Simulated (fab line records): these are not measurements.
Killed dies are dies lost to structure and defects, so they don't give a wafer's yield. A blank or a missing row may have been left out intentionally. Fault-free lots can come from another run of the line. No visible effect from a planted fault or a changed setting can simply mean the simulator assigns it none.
Which tool is to blame? -- flow sky130 -- 12 lots with 36 wafers sampled at 4 steps, on a route of 708 steps

== WHAT EACH GAUGE READ, for each wafer ==
SKY_CAPM_RS_MEAS_03: the measuring method here is four-point-probe. Usual: CAPM_TIN_RS 6.90 ohm/sq, standard deviation 0.067.
lot,measured,on,CAPM_TIN_RS (ohm/sq),flag
L183,day 36 13:57,film_metro-04,6.88 6.86 6.88,
L186,day 38 16:34,film_metro-04,6.88 6.92 6.89,
L189,day 38 18:56,film_metro-04,6.80 6.84 6.81,
L188,day 38 19:20,film_metro-03,6.97 7.07 6.97,
L191,day 39 04:42,film_metro-02,6.96 6.92 6.92,
L193,day 39 20:16,film_metro-02,6.98 6.90 7.01,
L192,day 39 22:56,film_metro-03,6.83 6.87 6.84,
L195,day 40 07:05,film_metro-04,6.90 6.98 6.95,
L202,day 42 03:46,film_metro-03,6.87 6.85 6.84,

== EACH LOT AND THE TOOL THAT RAN IT (in order: tool; ch and the chambers of the sampled wafers; start) ==
lot,SKY_METAL2_DESCUM_17,SKY_VIA2_STRIP_16,SKY_VIA2_CMP_24
L183,"rie_metal-01 ch 1, day 35 08:22","plasma_asher-02 ch 0,1, day 36 12:11","cmp-02 ch 1,2,3, day 36 13:22"
L186,"rie_metal-04 ch 0,1, day 37 12:10","plasma_asher-04 ch 0,1, day 38 14:47","cmp-02 ch 0,1, day 38 15:52"
L189,"rie_metal-01 ch 0,1, day 37 15:03","plasma_asher-02 ch 0,1, day 38 16:54","cmp-01 ch 1,2,3, day 38 18:21"
L188,"rie_metal-04 ch 0,1, day 37 15:09","plasma_asher-04 ch 0,1, day 38 17:38","cmp-01 ch 1,2,3, day 38 18:41"
L191,"rie_metal-01 ch 0,1, day 38 00:19","plasma_asher-02 ch 0,1, day 39 03:04","cmp-02 ch 0,1,3, day 39 04:07"
L193,"rie_metal-01 ch 0,1, day 38 15:49","plasma_asher-03 ch 0,1, day 39 18:32","cmp-02 ch 0,3, day 39 19:38"
L192,"rie_metal-04 ch 0,1, day 38 18:27","plasma_asher-02 ch 0,1, day 39 21:10","cmp-02 ch 0,2,3, day 39 22:17"
L195,"rie_metal-04 ch 0,1, day 39 03:33","plasma_asher-04 ch 0, day 40 05:28","cmp-01 ch 0,3, day 40 06:29"
L199,"rie_metal-02 ch 0,1, day 40 07:18","plasma_asher-02 ch 0,1, day 41 08:29","cmp-01 ch 0,1,3, day 41 09:33"
L200,"rie_metal-01 ch 0,1, day 40 16:19","plasma_asher-03 ch 0,1, day 41 17:56","cmp-02 ch 0,1,3, day 41 18:58"
L201,"rie_metal-04 ch 0,1, day 40 21:13","plasma_asher-04 ch 0,1, day 41 23:26","cmp-01 ch 0,1, day 42 00:28"
L202,"rie_metal-01 ch 0,1, day 41 00:19","plasma_asher-02 ch 0,1, day 42 02:08","cmp-01 ch 0,2,3, day 42 03:04"
- SKY_METAL2_DESCUM_17: chemistry O2, time 8 s.
- SKY_VIA2_STRIP_16: strips in O2/N2.
- SKY_VIA2_CMP_24: polishes, stops on SiO2, t overpolish 20 s, target thk 0 nm.

== AS READ BY THE TOOLS THEMSELVES (means over the sampled wafers that have a number; for cases with no such wafer, the mark the record gives instead) ==
SKY_METAL2_DESCUM_17. Usual: drypump_motor_current_A 6.0 A, standard deviation 0.35; oes_product_au 1.001 a.u., standard deviation 0.0088.
lot,tool,drypump_motor_current_A (A),oes_product_au (a.u.),flag
L183,rie_metal-01,6.0,0.995,
L186,rie_metal-04,6.1,1.006,
L189,rie_metal-01,6.2,1.002,
L188,rie_metal-04,6.1,0.988,
L191,rie_metal-01,6.1,1.004,
L193,rie_metal-01,6.1,1.015,
L192,rie_metal-04,6.0,1.001,
L195,rie_metal-04,6.0,0.998,
L199,rie_metal-02,5.9,1.006,
L200,rie_metal-01,6.1,1.002,
L201,rie_metal-04,6.0,1.004,
L202,rie_metal-01,6.2,1.004,

SKY_VIA2_STRIP_16. Usual: drypump_motor_current_A 5.5 A, standard deviation 0.36; oes_product_au 0.398 a.u., standard deviation 0.0049; strip_time_to_endpoint_s 4.036 s, standard deviation 0.024.
lot,tool,drypump_motor_current_A (A),oes_product_au (a.u.),strip_time_to_endpoint_s (s),flag
L183,plasma_asher-02,5.3,0.399,4.059,
L186,plasma_asher-04,6.0,0.394,4.050,
L189,plasma_asher-02,5.3,0.397,4.043,
L188,plasma_asher-04,6.0,0.397,4.005,
L191,plasma_asher-02,5.5,0.402,4.052,
L193,plasma_asher-03,5.1,0.400,4.064,
L192,plasma_asher-02,5.5,0.400,4.038,
L195,plasma_asher-04,6.1,0.399,4.036,
L199,plasma_asher-02,5.3,0.397,4.054,
L200,plasma_asher-03,5.3,0.394,4.023,
L201,plasma_asher-04,5.9,0.406,4.080,
L202,plasma_asher-02,5.5,0.396,4.013,

SKY_VIA2_CMP_24. Usual: edge_zone_pressure_frac 1.000, standard deviation 0.0049; head_pressure_psi 3.500 psi, standard deviation 0.0071; motor_current_A 11.1 A, standard deviation 0.91; overpolish_run_s 19.999 s, standard deviation 0.0092; time_to_endpoint_s 101 s, standard deviation 3.1.
lot,tool,edge_zone_pressure_frac,head_pressure_psi (psi),motor_current_A (A),overpolish_run_s (s),time_to_endpoint_s (s),flag
L183,cmp-02,0.998,3.504,11.4,19.989,101,
L186,cmp-02,1.000,3.499,12.0,19.996,100,
L189,cmp-01,0.998,3.500,10.5,19.996,97,
L188,cmp-01,1.002,3.495,10.0,19.995,99,
L191,cmp-02,1.004,3.505,12.0,19.985,104,
L193,cmp-02,0.996,3.511,11.5,20.003,101,
L192,cmp-02,1.005,3.501,10.9,20.001,98,
L195,cmp-01,1.001,3.501,9.9,20.000,101,
L199,cmp-01,-,-,-,-,-,OFF
L200,cmp-02,-,-,-,-,-,OFF
L201,cmp-01,-,-,-,-,-,OFF
L202,cmp-01,1.002,3.499,11.1,19.997,103,

== THE ANSWER, worked out from the rows above alone ==
Rule: lot off if the mean of its wafers having a number is beyond 3 standard deviations from the usual mean. A lot without any number at a reading at which 4 lots or more have one is off too. The other lots that the step has rows for count as sound. After the gauges, taken in route order, come the tools' own readings; for these a lot's mean is taken, as printed above. The first step at which some lot is off is used, and at that step the reading that is off furthest; a lot without a number counts as furthest.
Off: L199, L200, L201 (SKY_VIA2_CMP_24, edge_zone_pressure_frac). Without a number there: L199, L200, L201.
A tool fits if, at that step or a process step before it, it ran every lot that is off, and no sound lot after the first of them. None of those tried fits.

== WHAT THE SIMULATOR HAD PUT IN ==
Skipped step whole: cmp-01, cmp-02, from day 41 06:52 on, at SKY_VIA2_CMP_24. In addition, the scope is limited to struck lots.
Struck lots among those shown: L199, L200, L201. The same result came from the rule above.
